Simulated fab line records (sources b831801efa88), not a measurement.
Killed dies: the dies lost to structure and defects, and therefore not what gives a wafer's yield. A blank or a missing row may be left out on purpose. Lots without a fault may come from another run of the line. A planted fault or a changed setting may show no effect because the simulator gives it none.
fab line records | flow sky130
record lots=6 | wafers=18 | last_day=50
route steps=708 shown POLY_GATE@235 LDD_N@237 LDD_P@255 PAD_OPEN@708
lots untouched by any fault: they come from a run of this same line in which no faults occurred
start_h: hours from the record's opening day to when the first of the lot's shown wafers began | wait_h: time in hours since the lot's previous step | " as in the row above | L1.1+2: a single row standing in for several wafers | - either no value or no given start | * or withheld: withheld | < > ~ a bound
route shown NAME@n: names a module that has steps shown in the file, with the first one's number in the route | usual: average and standard deviation across the fault-free wafers | same: alike in all rows | chamber/n: place in a boat | sites: each site's reading | _std_site: how widely they spread, as a standard deviation | _edge_site: mean of outer sites minus mean of inner sites | radius_mm: for every site, how far away it sits from the centre of the wafer | mask NAME#n: copy n | behind: the last tool/chamber to shape the wafer | hold: why the lot went on hold/how many hours it stayed there/how the hold came to an end | device: whichever transistor did not switch (one of n, p or np) | end of line: the tests these same wafers got at the end of their route | step lacking rows: just its recipe | killed: at the first sort, the dies lost to defects and structure; wafer yield is something else | map: a wafer's dies, x killed, . not, _ none there
set.NAME: the run value of the setting; set.NAME@STEP: its run value at that earlier step | model.NAME: the simulator's own value behind a step, which no gauge read
lots at some steps of the route; a table a step, a row a wafer
services: the hour from which a tool's chamber was out of use, counted from the record's first day as start_h (under 0 if before that day), plus the number of hours and why
## steps
# step SKY_POLY_GATE_THK_MEAS_21
# recipe reads=SiO2_of_POLY_GATE_OXIDATION_20
# usual POLY_GATE_OXIDATION_THK=4.01/0.074
lot.wafer | tool          | chamber | start_h | wait_h | POLY_GATE_OXIDATION_THK[nm]
L889.1    | film_metro-03 | -       | 423.40  | 0.0    | 4.09
L889.4    | "             | -       | "       | "      | 4.03
L889.6    | "             | -       | "       | "      | 4.04
L896.3    | film_metro-03 | -       | 483.48  | 0.0    | 4.01
L896.5    | "             | -       | "       | "      | 3.99
L896.6    | "             | -       | "       | "      | 3.99
L897.1    | film_metro-02 | -       | 489.15  | 0.0    | 4.04
L897.2    | "             | -       | "       | "      | 3.97
L897.3    | "             | -       | "       | "      | 3.95
L898.4    | film_metro-02 | -       | 499.76  | 0.0    | 4.10
L898.5    | "             | -       | "       | "      | 4.11
L898.6    | "             | -       | "       | "      | 4.05
L903.3    | film_metro-02 | -       | 543.48  | 0.0    | 3.89
L903.4    | "             | -       | "       | "      | 4.08
L903.6    | "             | -       | "       | "      | 3.97
L905.2    | film_metro-03 | -       | 555.76  | 0.0    | 3.97
L905.4    | "             | -       | "       | "      | 4.00
L905.6    | "             | -       | "       | "      | 3.99
# step SKY_POLY_GATE_CD_MEAS_22
# usual cd_nm=149.9/1.5
lot.wafer | tool      | chamber | start_h | wait_h | cd_nm
L889.1    | cd_sem-02 | -       | 423.46  | 0.1    | 148.9
L889.4    | "         | -       | "       | "      | 148.9
L889.6    | "         | -       | "       | "      | 149.8
L896.3    | cd_sem-02 | -       | 483.58  | 0.1    | 147.6
L896.5    | "         | -       | "       | "      | 149.0
L896.6    | "         | -       | "       | "      | 150.4
L897.1    | cd_sem-02 | -       | 489.21  | 0.1    | 150.6
L897.2    | "         | -       | "       | "      | 149.3
L897.3    | "         | -       | "       | "      | 149.2
L898.4    | cd_sem-02 | -       | 499.88  | 0.1    | 148.1
L898.5    | "         | -       | "       | "      | 150.1
L898.6    | "         | -       | "       | "      | 149.1
L903.3    | cd_sem-01 | -       | 543.72  | 0.2    | 151.4
L903.4    | "         | -       | "       | "      | 152.7
L903.6    | "         | -       | "       | "      | 150.2
L905.2    | cd_sem-01 | -       | 555.84  | 0.1    | 150.0
L905.4    | "         | -       | "       | "      | 151.1
L905.6    | "         | -       | "       | "      | 148.9
# step SKY_LDD_N_DEHYDRATE_00
# recipe temp_c=200 | time_s=60
# step SKY_LDD_N_HMDS_01
# recipe prime_time_s=60 | prime_temp_c=120
# step SKY_LDD_N_COAT_02
# recipe resist=NOVOLAK | spin_rpm=3000 | resist_thk_nm=300
# step SKY_LDD_N_SOFTBAKE_03
# recipe temp_c=90 | time_s=60 | resist=NOVOLAK
# step SKY_LDD_N_EXPOSE_04
# recipe mask_id=NTM | target_cd_nm=840 | na=0.6 | source_shape=conventional | sigma_outer=0.6 | dose_mj=110
# step SKY_LDD_N_PEB_05
# recipe temp_c=withheld | time_s=* | resist=NOVOLAK
# step SKY_LDD_N_DEVELOP_06
# recipe develop_time_s=60 | dev_temp_c=23
# step SKY_LDD_N_OVL_MEAS_07
# usual LDD_N_OVL=-0.5/1.4
lot.wafer | tool       | chamber | start_h | wait_h | LDD_N_OVL[nm]
L889.1    | overlay-02 | -       | 454.36  | 0.1    | 3.3
L889.4    | "          | -       | "       | "      | 0.9
L889.6    | "          | -       | "       | "      | 1.4
L896.3    | overlay-01 | -       | 513.80  | 0.1    | 1.6
L896.5    | "          | -       | "       | "      | 0.4
L896.6    | "          | -       | "       | "      | 0.2
L897.1    | overlay-01 | -       | 519.90  | 0.1    | -0.2
L897.2    | "          | -       | "       | "      | -0.7
L897.3    | "          | -       | "       | "      | -1.8
L898.4    | overlay-01 | -       | 529.92  | 0.1    | 0.6
L898.5    | "          | -       | "       | "      | -1.3
L898.6    | "          | -       | "       | "      | -1.8
L903.3    | overlay-02 | -       | 573.30  | 0.1    | 1.4
L903.4    | "          | -       | "       | "      | 1.3
L903.6    | "          | -       | "       | "      | 0.5
L905.2    | overlay-02 | -       | 585.51  | 0.1    | 0.4
L905.4    | "          | -       | "       | "      | -0.5
L905.6    | "          | -       | "       | "      | 0.5
# step SKY_LDD_N_IMPLANT_08
# recipe species=As | energy_kev=20 | dose_cm2=7.5e+13 | tilt_deg=withheld | rotation_deg=23
# step SKY_LDD_N_IMPLANT_09
# recipe species=As | energy_kev=20 | dose_cm2=7.5e+13 | tilt_deg=withheld | rotation_deg=113
# step SKY_LDD_N_IMPLANT_10
# recipe species=As | energy_kev=20 | dose_cm2=7.5e+13 | tilt_deg=withheld | rotation_deg=203
# usual dose_ions_cm2=7.499e+13/8.2e+10 | faraday_current_uA=422/8.4
lot.wafer | tool         | chamber | start_h | wait_h | dose_ions_cm2 | faraday_current_uA
L889.1    | implanter-02 | 0       | 454.70  | 0.1    | 7.499e+13     | 422
L889.4    | "            | 0       | "       | "      | 7.494e+13     | 426
L889.6    | "            | 0       | "       | "      | 7.493e+13     | 418
L896.3    | implanter-03 | 0       | 514.17  | 0.1    | 7.499e+13     | 445
L896.5    | "            | 0       | "       | "      | 7.499e+13     | 409
L896.6    | "            | 0       | "       | "      | 7.499e+13     | 425
L897.1    | implanter-02 | 0       | 520.24  | 0.1    | 3.613e+13     | 203
L897.2    | "            | 0       | "       | "      | 3.604e+13     | 202
L897.3    | "            | 0       | "       | "      | 3.606e+13     | 196
L898.4    | implanter-02 | 0       | 530.32  | 0.1    | 3.62e+13      | 203
L898.5    | "            | 0       | "       | "      | 3.614e+13     | 205
L898.6    | "            | 0       | "       | "      | 3.611e+13     | 203
L903.3    | implanter-03 | 0       | 573.67  | 0.1    | 7.492e+13     | 426
L903.4    | "            | 0       | "       | "      | 7.491e+13     | 426
L903.6    | "            | 0       | "       | "      | 7.495e+13     | 432
L905.2    | implanter-03 | 0       | 585.87  | 0.1    | 7.496e+13     | 424
L905.4    | "            | 0       | "       | "      | 7.493e+13     | 414
L905.6    | "            | 0       | "       | "      | 7.494e+13     | 437
# step SKY_LDD_N_IMPLANT_11
# recipe species=As | energy_kev=20 | dose_cm2=7.5e+13 | tilt_deg=withheld | rotation_deg=293
# step SKY_LDD_N_IMPLANT_12
# recipe species=BF2 | energy_kev=50 | dose_cm2=5e+12 | tilt_deg=30 | rotation_deg=0
# step SKY_LDD_N_IMPLANT_13
# recipe species=BF2 | energy_kev=50 | dose_cm2=5e+12 | tilt_deg=30 | rotation_deg=90
# step SKY_LDD_N_IMPLANT_14
# recipe species=BF2 | energy_kev=50 | dose_cm2=5e+12 | tilt_deg=30 | rotation_deg=180
# step SKY_LDD_N_IMPLANT_15
# recipe species=BF2 | energy_kev=50 | dose_cm2=5e+12 | tilt_deg=30 | rotation_deg=270
# step SKY_LDD_N_STRIP_16
# recipe chemistry=O2/N2 | power_w=1400 | pressure_mtorr=1500 | platen_temp_c=withheld | o2_flow_sccm=3000 | n2_flow_sccm=300 | overash_fraction=0.5
# usual drypump_motor_current_A=6.2/0.47 | oes_product_au=0.407/0.0046 | strip_time_to_endpoint_s=4.316/0.018
lot.wafer | tool            | chamber | start_h | wait_h | drypump_motor_current_A | oes_product_au | rf_hours_counter_h | strip_time_to_endpoint_s
L889.1    | plasma_asher-01 | 0       | 455.60  | 0.1    | 5.4                     | 0.407          | 63                 | 4.306
L889.4    | "               | 1       | "       | "      | 6.6                     | 0.412          | -                  | 4.322
L889.6    | "               | 1       | "       | "      | 6.6                     | 0.409          | -                  | 4.319
L896.3    | plasma_asher-02 | 0       | 515.05  | 0.1    | 6.7                     | 0.401          | -                  | 4.313
L896.5    | "               | 1       | "       | "      | 6.5                     | 0.403          | -                  | 4.306
L896.6    | "               | 0       | "       | "      | 6.6                     | 0.406          | -                  | 4.316
L897.1    | plasma_asher-01 | 0       | 521.14  | 0.1    | 5.4                     | 0.408          | 69                 | 4.186
L897.2    | "               | 1       | "       | "      | 6.6                     | 0.407          | 69                 | 4.214
L897.3    | "               | 0       | "       | "      | 5.4                     | 0.411          | -                  | 4.225
L898.4    | plasma_asher-02 | 1       | 531.17  | 0.1    | 6.5                     | 0.411          | -                  | 4.191
L898.5    | "               | 0       | "       | "      | 6.6                     | 0.405          | -                  | 4.212
L898.6    | "               | 1       | "       | "      | 6.5                     | 0.407          | -                  | 4.196
L903.3    | plasma_asher-02 | 1       | 574.55  | 0.1    | 6.5                     | 0.396          | -                  | 4.333
L903.4    | "               | 0       | "       | "      | 6.6                     | 0.405          | -                  | 4.332
L903.6    | "               | 1       | "       | "      | 6.4                     | 0.415          | -                  | 4.344
L905.2    | plasma_asher-04 | 0       | 586.74  | 0.1    | 5.6                     | 0.413          | 45                 | 4.346
L905.4    | "               | 0       | "       | "      | 5.6                     | 0.416          | -                  | 4.339
L905.6    | "               | 0       | "       | "      | 5.6                     | 0.399          | -                  | 4.340
# step SKY_LDD_N_TW_MEAS_17
# usual LDD_N_TW=2580/17
lot.wafer | tool          | chamber | start_h | wait_h | LDD_N_TW
L889.1    | film_metro-03 | -       | 455.70  | 0.1    | 2584
L889.4    | "             | -       | "       | "      | 2583
L889.6    | "             | -       | "       | "      | 2593
L896.3    | film_metro-01 | -       | 515.14  | 0.1    | 2600
L896.5    | "             | -       | "       | "      | 2598
L896.6    | "             | -       | "       | "      | 2587
L897.1    | film_metro-04 | -       | 521.24  | 0.1    | 2498
L897.2    | "             | -       | "       | "      | 2509
L897.3    | "             | -       | "       | "      | 2490
L898.4    | film_metro-04 | -       | 531.27  | 0.1    | 2504
L898.5    | "             | -       | "       | "      | 2490
L898.6    | "             | -       | "       | "      | 2492
L903.3    | film_metro-03 | -       | 574.64  | 0.1    | 2575
L903.4    | "             | -       | "       | "      | 2577
L903.6    | "             | -       | "       | "      | 2573
L905.2    | film_metro-04 | -       | 586.85  | 0.1    | 2555
L905.4    | "             | -       | "       | "      | 2546
L905.6    | "             | -       | "       | "      | 2555
# step SKY_LDD_P_DEHYDRATE_00
# recipe temp_c=200 | time_s=60
# step SKY_PAD_OPEN_PROBE_99
# usual killed_at_M0_to_M3=42/6.9 | killed_at_M4_up=3.2/1.7 | killed_at_contacts=23/5.5 | killed_at_front_end=16/4 | killed_at_other=0.4/0.55 | killed_dies=85/9.2 | killed_open=46/6.8 | killed_short=38/6.2
# same gross_dies=492 | killed_at_back_side=0
lot.wafer | tool      | chamber | start_h | wait_h | killed_at_M0_to_M3 | killed_at_M4_up | killed_at_contacts | killed_at_front_end | killed_at_other | killed_dies | killed_open | killed_short | model.etest.tip_n.rs_ohm_sq | model.etest.nfet_01v8_swapped.vt_sat_v
L889.1    | prober-01 | -       | 1112.18 | 0.1    | 36                 | 1               | 19                 | 14                  | 2               | 72          | 37          | 34           | 441.6                       | 0.6424
L889.4    | prober-01 | -       | 1112.33 | 0.2    | 50                 | 0               | 31                 | 15                  | 1               | 97          | 63          | 33           | 441.8                       | 0.6464
L889.6    | prober-01 | -       | 1112.43 | 0.2    | 36                 | 2               | 28                 | 14                  | 0               | 80          | 50          | 30           | 439.2                       | 0.6385
L896.3    | prober-02 | -       | 1151.53 | 0.2    | 51                 | 1               | 18                 | 12                  | 0               | 82          | 40          | 42           | 444.8                       | 0.6418
L896.5    | prober-02 | -       | 1151.63 | 0.2    | 42                 | 4               | 20                 | 13                  | 1               | 80          | 40          | 40           | 443.4                       | 0.6426
L896.6    | prober-02 | -       | 1151.68 | 0.2    | 44                 | 2               | 32                 | 18                  | 0               | 96          | 57          | 39           | 441.6                       | 0.6534
L897.1    | prober-01 | -       | 1152.36 | 0.1    | 32                 | 3               | 30                 | 17                  | 2               | 84          | 38          | 45           | 479.1                       | 0.6688
L897.2    | prober-01 | -       | 1152.41 | 0.1    | 45                 | 3               | 21                 | 13                  | 1               | 83          | 47          | 36           | 484.2                       | 0.669
L897.3    | prober-01 | -       | 1152.46 | 0.2    | 44                 | 5               | 29                 | 16                  | 0               | 94          | 48          | 46           | 479.6                       | 0.6708
L898.4    | prober-02 | -       | 1156.18 | 0.2    | 41                 | 4               | 22                 | 15                  | 0               | 82          | 53          | 29           | 489.5                       | 0.6671
L898.5    | prober-02 | -       | 1156.23 | 0.2    | 39                 | 1               | 25                 | 18                  | 0               | 83          | 44          | 38           | 486.6                       | 0.6699
L898.6    | prober-02 | -       | 1156.28 | 0.2    | 40                 | 4               | 22                 | 14                  | 0               | 80          | 45          | 34           | 485.2                       | 0.662
L903.3    | prober-01 | -       | 1187.23 | 0.2    | 49                 | 2               | 20                 | 20                  | 0               | 91          | 44          | 47           | 439.9                       | 0.6428
L903.4    | prober-01 | -       | 1187.28 | 0.2    | 50                 | 5               | 24                 | 17                  | 0               | 96          | 57          | 39           | 444.5                       | 0.6611
L903.6    | prober-01 | -       | 1187.38 | 0.2    | 45                 | 4               | 20                 | 19                  | 0               | 88          | 51          | 37           | 441.7                       | 0.6545
L905.2    | prober-01 | -       | 1190.18 | 0.1    | 39                 | 3               | 20                 | 14                  | 0               | 76          | 50          | 26           | 437.8                       | 0.6422
L905.4    | prober-01 | -       | 1190.28 | 0.2    | 34                 | 5               | 21                 | 12                  | 1               | 73          | 39          | 34           | 441                         | 0.648
L905.6    | prober-01 | -       | 1190.38 | 0.2    | 41                 | 4               | 24                 | 26                  | 0               | 95          | 54          | 41           | 441.9                       | 0.6475
# killed by level:class
L889.1 LI_CONTACT:geometric_particle:open=8 METAL1:geometric_particle:short=7 VIA3:geometric_particle:open=6 VIA1:geometric_particle:open=6 CONTACT:geometric_particle:open=4 METAL2:geometric_particle:short=4 VIA2:geometric_particle:open=4 FIELD_ISO:geometric_particle:short=3
L889.4 VIA1:geometric_particle:open=12 LI_CONTACT:geometric_particle:open=11 CONTACT:geometric_particle:open=11 VIA3:geometric_particle:open=7 VIA2:geometric_particle:open=7 FIELD_ISO:geometric_particle:short=5 VIA1:geometric_particle:short=5 FIELD_ISO:geometric_particle:open=4
L889.6 CONTACT:geometric_particle:open=13 METAL1:geometric_particle:short=10 VIA2:geometric_particle:open=8 LI_CONTACT:geometric_particle:open=7 POLY_GATE:geometric_particle:short=6 VIA1:geometric_particle:open=6 VIA3:geometric_particle:open=5 LOCAL_INTERCONNECT:geometric_particle:open=5
L896.3 VIA2:geometric_particle:open=15 POLY_GATE:geometric_particle:short=7 VIA1:geometric_particle:short=6 METAL1:geometric_particle:short=6 VIA1:geometric_particle:open=6 METAL2:geometric_particle:short=5 VIA3:geometric_particle:open=5 LI_CONTACT:geometric_particle:short=4
L896.5 VIA1:geometric_particle:open=9 LI_CONTACT:geometric_particle:open=6 LOCAL_INTERCONNECT:geometric_particle:short=6 CONTACT:geometric_particle:open=6 VIA3:geometric_particle:open=6 POLY_GATE:geometric_particle:open=5 METAL2:geometric_particle:short=5 VIA2:geometric_particle:open=4
L896.6 VIA1:geometric_particle:open=11 LI_CONTACT:geometric_particle:open=9 CONTACT:geometric_particle:open=9 VIA3:geometric_particle:open=7 VIA2:geometric_particle:open=7 FIELD_ISO:geometric_particle:short=6 POLY_GATE:geometric_particle:short=5 LOCAL_INTERCONNECT:geometric_particle:short=5
L897.1 LOCAL_INTERCONNECT:geometric_particle:short=8 CONTACT:geometric_particle:short=7 METAL2:geometric_particle:short=7 POLY_GATE:geometric_particle:short=6 LI_CONTACT:geometric_particle:open=6 CONTACT:geometric_particle:open=6 VIA2:geometric_particle:open=6 FIELD_ISO:geometric_particle:short=4
L897.2 VIA2:geometric_particle:open=11 VIA1:geometric_particle:open=10 CONTACT:geometric_particle:open=6 CONTACT:geometric_particle:short=5 LI_CONTACT:geometric_particle:short=4 METAL1:geometric_particle:open=4 METAL1:geometric_particle:short=4 VIA3:geometric_particle:short=4
L897.3 LI_CONTACT:geometric_particle:open=10 VIA1:geometric_particle:short=8 CONTACT:geometric_particle:open=8 VIA2:geometric_particle:open=7 CONTACT:geometric_particle:short=7 METAL1:geometric_particle:short=5 VIA3:geometric_particle:short=5 VIA3:geometric_particle:open=5
L898.4 CONTACT:geometric_particle:open=11 VIA1:geometric_particle:open=11 VIA2:geometric_particle:open=9 LI_CONTACT:geometric_particle:open=8 FIELD_ISO:geometric_particle:short=4 METAL1:geometric_particle:short=4 VIA1:geometric_particle:short=4 FIELD_ISO:geometric_particle:open=3
L898.5 CONTACT:geometric_particle:open=10 METAL1:geometric_particle:short=7 VIA1:geometric_particle:open=7 METAL2:geometric_particle:open=5 LI_CONTACT:geometric_particle:open=5 VIA2:geometric_particle:open=5 FIELD_ISO:geometric_particle:short=4 CONTACT:geometric_particle:short=4
L898.6 CONTACT:geometric_particle:open=8 METAL1:geometric_particle:short=8 VIA2:geometric_particle:open=7 FIELD_ISO:geometric_particle:short=6 LI_CONTACT:geometric_particle:open=6 VIA1:geometric_particle:open=6 FIELD_ISO:geometric_particle:open=5 CONTACT:geometric_particle:short=5
L903.3 METAL1:geometric_particle:short=10 CONTACT:geometric_particle:open=7 VIA3:geometric_particle:open=7 VIA1:geometric_particle:open=6 VIA1:geometric_particle:short=6 FIELD_ISO:geometric_particle:open=5 LI_CONTACT:geometric_particle:open=5 METAL2:geometric_particle:short=5
L903.4 VIA1:geometric_particle:open=16 FIELD_ISO:geometric_particle:short=6 VIA2:geometric_particle:open=6 VIA3:geometric_particle:open=6 FIELD_ISO:geometric_particle:open=5 LI_CONTACT:geometric_particle:open=5 CONTACT:geometric_particle:open=5 VIA2:geometric_particle:short=5
L903.6 VIA2:geometric_particle:open=9 LI_CONTACT:geometric_particle:open=8 CONTACT:geometric_particle:open=8 METAL2:geometric_particle:short=7 VIA1:geometric_particle:open=6 FIELD_ISO:geometric_particle:open=5 POLY_GATE:geometric_particle:short=5 VIA3:geometric_particle:open=5
L905.2 CONTACT:geometric_particle:open=10 VIA3:geometric_particle:open=10 LI_CONTACT:geometric_particle:open=7 VIA2:geometric_particle:open=7 VIA1:geometric_particle:open=6 METAL1:geometric_particle:short=5 SPACER:geometric_particle:open=4 METAL2:geometric_particle:short=4
L905.4 CONTACT:geometric_particle:open=12 VIA3:geometric_particle:open=7 VIA2:geometric_particle:open=6 METAL2:geometric_particle:short=6 FIELD_ISO:geometric_particle:short=5 VIA2:geometric_particle:short=5 VIA1:geometric_particle:short=4 POLY_GATE:geometric_particle:open=3
L905.6 VIA1:geometric_particle:open=12 CONTACT:geometric_particle:open=9 LI_CONTACT:geometric_particle:open=8 FIELD_ISO:geometric_particle:open=7 POLY_GATE:geometric_particle:open=7 METAL2:geometric_particle:short=7 FIELD_ISO:geometric_particle:short=5 METAL3:geometric_particle:short=4
## services
tool            | chamber | start_h | hours | kind
plasma_asher-02 | -       | 458.54  | 0.5   | repair
implanter-03    | -       | 459.37  | 3.6   | pm
plasma_asher-02 | -       | 477.86  | 2.8   | pm
implanter-02    | -       | 512.49  | 2.8   | repair
implanter-03    | -       | 528.50  | 6.1   | pm
plasma_asher-04 | -       | 548.11  | 36.6  | repair
implanter-03    | -       | 553.71  | 1.5   | repair
implanter-03    | -       | 559.21  | 3.2   | pm
## key
first_sign step=SKY_LDD_N_IMPLANT_10 | reading=dose_ions_cm2 | direction=down | sigmas=99+ | usual=* | struck=*
effect step=SKY_LDD_N_IMPLANT_10 | reading=faraday_current_uA | direction=down | sigmas=26 | usual=422 | struck=202
effect step=SKY_LDD_N_STRIP_16 | reading=strip_time_to_endpoint_s | direction=down | sigmas=6.4 | usual=* | struck=*
effect step=SKY_LDD_N_TW_MEAS_17 | reading=LDD_N_TW | direction=down | sigmas=4.9 | usual=2580 | struck=2497
model_effect step=SKY_PAD_OPEN_PROBE_99 | value=etest.tip_n.rs_ohm_sq | without=442.5 | struck=484
met_at SKY_LDD_N_IMPLANT_10
struck_wafers L897.1,L897.2,L897.3,L898.4,L898.5,L898.6
tester_left_out L897,L898
onset_between 454.70 520.24
earlier_fault kind=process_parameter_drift | tool=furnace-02 | chamber=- | onset_h=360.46 | steps=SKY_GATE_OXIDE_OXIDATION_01 | channel=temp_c | offset=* | shape=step | end_h=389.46 | acts_in=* | stated=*
fault kind=process_parameter_drift | tool=implanter-02 | chamber=- | onset_h=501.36 | steps=SKY_LDD_N_IMPLANT_10 | channel=dose_cm2 | offset=* | shape=step | end_h=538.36 | acts_in=* | stated=*
# tester_left_out: of these lots the tester's yield and bins aren't shown, on N5 and GAA mostly nor the transistor test; their killed dies are dies lost to structure and defects alone, not to doping, threshold or leakage, so they don't give the yield
